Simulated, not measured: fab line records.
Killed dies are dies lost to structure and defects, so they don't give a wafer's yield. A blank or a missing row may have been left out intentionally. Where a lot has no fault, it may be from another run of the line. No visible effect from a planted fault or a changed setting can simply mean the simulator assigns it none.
What tool caused it? | flow gf180mcu | 36 wafers from 12 lots sampled at 5 of the route's 602 steps

== WHAT THE GAUGES SHOWED, per wafer ==
GF_STI_THK_MEAS_30.
lot  | measured    | on            | STI_OXIDATION_02_THK (nm)
L903 | day 2 06:27 | film metro-03 | 10.19 10.32 10.24
L906 | day 3 04:07 | film metro-03 | 10.21 10.09 10.19
L907 | day 3 09:34 | film metro-03 | 10.38 10.51 10.22
L909 | day 3 20:43 | film metro-02 | 10.02 10.02 10.21
L911 | day 4 01:46 | film metro-02 | 10.06 10.28 10.23
L912 | day 4 11:39 | film metro-04 | 10.03 10.17 10.33
L913 | day 4 11:40 | film metro-03 | 10.24 10.30 10.14
L918 | day 5 13:00 | film metro-04 | 10.05 10.11 10.06
L919 | day 5 18:40 | film metro-03 | 9.87 9.96 10.00
L920 | day 5 22:32 | film metro-03 | 10.18 10.23 10.25
L922 | day 6 08:40 | film metro-02 | 10.13 10.36 10.20
L926 | day 7 05:40 | film metro-02 | 10.11 10.06 10.09

GF_HV_LDD_CD_MEAS_46: the cd target is 400 nm.
lot  | measured     | on        | cd nm (nm)
L903 | day 12 15:35 | cd sem-02 | 401.9 401.4 399.4
L906 | day 14 01:18 | cd sem-01 | 397.9 399.4 398.4
L907 | day 14 07:53 | cd sem-01 | 398.0 399.4 401.3
L909 | day 15 05:21 | cd sem-01 | 401.2 400.8 398.1
L911 | day 15 11:51 | cd sem-02 | 403.7 402.4 400.7
L912 | day 16 03:46 | cd sem-01 | 400.0 400.3 399.2
L913 | day 15 23:19 | cd sem-02 | 399.6 399.8 399.2
L918 | day 18 04:27 | cd sem-02 | 400.8 401.0 399.9
L919 | day 18 03:04 | cd sem-02 | 397.3 397.4 400.4
L920 | day 18 08:40 | cd sem-01 | 400.8 400.0 399.6
L922 | day 19 07:27 | cd sem-01 | 397.9 398.0 396.2
L926 | day 20 10:59 | cd sem-01 | 402.9 404.7 402.4

== EACH LOT AND THE TOOL THAT RAN IT (in order: tool; ch and the chambers of the sampled wafers; start) ==
lot  | GF_VT_IMPLANT_COAT_24             | GF_VT_IMPLANT_STRIP_31               | GF_HV_LDD_STRIP_10
L903 | litho track-04 ch 0, day 6 14:32  | plasma asher-03 ch 0,1, day 6 22:53  | plasma asher-02 ch 0,1, day 10 04:29
L906 | litho track-03 ch 0, day 7 20:02  | plasma asher-04 ch 0,1, day 8 04:22  | plasma asher-03 ch 0,1, day 11 12:25
L907 | litho track-04 ch 0, day 8 03:14  | plasma asher-04 ch 0,1, day 8 11:29  | plasma asher-02 ch 0,1, day 11 18:25
L909 | litho track-02 ch 0, day 8 17:30  | plasma asher-01 ch 1, day 9 02:00    | plasma asher-04 ch 0,1, day 12 13:41
L911 | litho track-02 ch 0, day 9 00:12  | plasma asher-03 ch 1, day 9 08:52    | plasma asher-04 ch 0, day 12 22:25
L912 | litho track-04 ch 0, day 9 12:23  | plasma asher-04 ch 0,1, day 9 21:18  | plasma asher-03 ch 0,1, day 13 10:05
L913 | litho track-02 ch 0, day 9 10:15  | plasma asher-04 ch 0,1, day 9 19:36  | plasma asher-03 ch 0,1, day 13 07:50
L918 | litho track-02 ch 0, day 10 20:18 | plasma asher-03 ch 0,1, day 11 05:51 | plasma asher-02 ch 0,1, day 15 06:08
L919 | litho track-02 ch 0, day 11 00:27 | plasma asher-03 ch 0, day 11 10:27   | plasma asher-04 ch 0, day 15 05:52
L920 | litho track-02 ch 0, day 11 06:42 | plasma asher-04 ch 0,1, day 11 16:23 | plasma asher-03 ch 0,1, day 15 10:28
L922 | litho track-03 ch 0, day 11 19:22 | plasma asher-03 ch 0,1, day 12 06:02 | plasma asher-03 ch 0,1, day 16 07:52
L926 | litho track-03 ch 0, day 12 19:58 | plasma asher-04 ch 0,1, day 13 06:30 | plasma asher-02 ch 0,1, day 17 09:27
- GF_VT_IMPLANT_COAT_24: resist thk 1000 nm.
- GF_VT_IMPLANT_STRIP_31: strips in O2/N2.
- GF_HV_LDD_STRIP_10: strips in O2/N2.

== WHAT THE TOOLS THEMSELVES READ (means of the sampled wafers that have a number; where no wafer has one, the mark that the record gives instead) ==
GF_VT_IMPLANT_COAT_24.
lot  | tool           | exhaust pa (Pa) | spin speed rpm (rpm)
L903 | litho track-04 | 44.8            | 3000.6
L906 | litho track-03 | 45.5            | 3001.7
L907 | litho track-04 | 45.4            | 2998.6
L909 | litho track-02 | 44.8            | 3002.2
L911 | litho track-02 | 44.6            | 2998.2
L912 | litho track-04 | 44.2            | 3001.0
L913 | litho track-02 | 44.9            | 2999.0
L918 | litho track-02 | 44.2            | 3000.2
L919 | litho track-02 | 44.5            | 3411.7
L920 | litho track-02 | 46.2            | 3410.2
L922 | litho track-03 | 44.7            | 2999.1
L926 | litho track-03 | 45.7            | 2999.3

GF_VT_IMPLANT_STRIP_31.
lot  | tool            | chamber pressure mTorr (mTorr) | drypump motor current A (A) | heater power w (W) | n2 flow sccm (sccm) | oes product au (a.u.) | platen temp c (C) | strip time to endpoint s (s)
L903 | plasma asher-03 | 1499.9                         | 5.4                         | 305                | 300.3               | 0.715                 | 249.97            | 12.62
L906 | plasma asher-04 | 1500.5                         | 5.6                         | 368                | 300.4               | 0.717                 | 249.88            | 12.66
L907 | plasma asher-04 | 1499.7                         | 6.0                         | 378                | 300.1               | 0.716                 | 249.82            | 12.58
L909 | plasma asher-01 | 1500.9                         | 5.4                         | 284                | 299.1               | 0.715                 | 250.01            | 12.62
L911 | plasma asher-03 | 1500.6                         | 5.7                         | 301                | 300.0               | 0.719                 | 250.05            | 12.64
L912 | plasma asher-04 | 1499.8                         | 5.6                         | 370                | 299.4               | 0.719                 | 250.00            | 12.63
L913 | plasma asher-04 | 1499.7                         | 6.0                         | 380                | 300.2               | 0.710                 | 250.01            | 12.61
L918 | plasma asher-03 | 1499.5                         | 5.6                         | 303                | 299.8               | 0.719                 | 249.99            | 12.67
L919 | plasma asher-03 | 1501.1                         | 5.2                         | 304                | 299.7               | 0.711                 | 250.19            | 11.89
L920 | plasma asher-04 | 1500.1                         | 5.6                         | 372                | 300.0               | 0.715                 | 250.16            | 11.87
L922 | plasma asher-03 | 1500.9                         | 5.4                         | 306                | 300.1               | 0.717                 | 250.11            | 12.67
L926 | plasma asher-04 | 1498.7                         | 5.6                         | 365                | 299.9               | 0.718                 | 250.01            | 12.65

GF_HV_LDD_STRIP_10.
lot  | tool            | chamber pressure mTorr (mTorr) | drypump motor current A (A) | heater power w (W) | n2 flow sccm (sccm) | oes product au (a.u.) | platen temp c (C) | strip time to endpoint s (s)
L903 | plasma asher-02 | 1500.6                         | 6.1                         | 328                | 299.6               | 0.717                 | 250.25            | 12.62
L906 | plasma asher-03 | 1499.5                         | 5.5                         | 305                | 299.1               | 0.716                 | 249.87            | 12.62
L907 | plasma asher-02 | 1500.3                         | 5.9                         | 333                | 301.4               | 0.721                 | 249.86            | 12.63
L909 | plasma asher-04 | 1499.5                         | 6.0                         | 377                | 300.1               | 0.714                 | 249.97            | 12.57
L911 | plasma asher-04 | 1498.7                         | 5.2                         | 355                | 299.8               | 0.714                 | 250.20            | 12.60
L912 | plasma asher-03 | 1499.9                         | 5.5                         | 305                | 300.0               | 0.718                 | 250.02            | 12.67
L913 | plasma asher-03 | 1500.4                         | 5.5                         | 310                | 298.7               | 0.717                 | 249.95            | 12.59
L918 | plasma asher-02 | 1499.2                         | 6.1                         | 324                | 299.3               | 0.712                 | 249.93            | 12.65
L919 | plasma asher-04 | 1501.1                         | 5.2                         | 354                | 300.2               | 0.713                 | 250.09            | 12.69
L920 | plasma asher-03 | 1499.9                         | 5.5                         | 305                | 300.6               | 0.718                 | 250.03            | 12.63
L922 | plasma asher-03 | 1500.3                         | 5.5                         | 305                | 300.0               | 0.721                 | 250.08            | 12.60
L926 | plasma asher-02 | 1500.4                         | 6.2                         | 328                | 300.4               | 0.716                 | 249.84            | 12.62

== THE ANSWER, worked out from the rows above alone ==
Rule: the lots themselves supply what counts as usual. The widest of any qualifying gaps counts: lots, ordered by their means at a reading, are off when they make up no more than a third of the lots, leave a main group of 4 or more, and stand apart from it by 3 or more times the standard deviation of that group's means. The tables above print the reading to a certain number of digits; a main group whose means all agree to those digits is not used. A lot without any number at a reading at which 4 lots or more have one is off too. Any other lot the step has rows for is counted as sound. Order of review: gauges by route order, followed by the tools' own readings, for which a lot's mean as printed above is used. At the first step where some lot is off, the reading lying furthest off is the one used; lots without a number count as furthest.
Off: L919, L920 (GF_VT_IMPLANT_COAT_24, spin speed rpm). Main group: mean 3000.0 rpm, sd 1.3.
A tool fits if, at that step or a process step before it, it ran every lot that is off, and no sound lot after the first of them. One fits: litho track-02 at GF_VT_IMPLANT_COAT_24. A fault onset in the window from L918 (day 10 20:18, its last sound lot) to L919 (day 11 00:27, its first lot off) fits.
The tool's own readings at GF_VT_IMPLANT_COAT_24 bear it out: on the lots that are off they differ by more than 5 times the standard deviation of the sound lots' means. spin speed rpm reads 3410.9 rpm there against 3000.0 rpm on the sound lots.

== WHAT THE SIMULATOR HAD PUT IN ==
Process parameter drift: litho track-02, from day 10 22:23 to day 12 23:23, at GF_VT_IMPLANT_COAT_24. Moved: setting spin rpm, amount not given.
Struck lots among those shown: L919, L920. Same finding as the rule above.
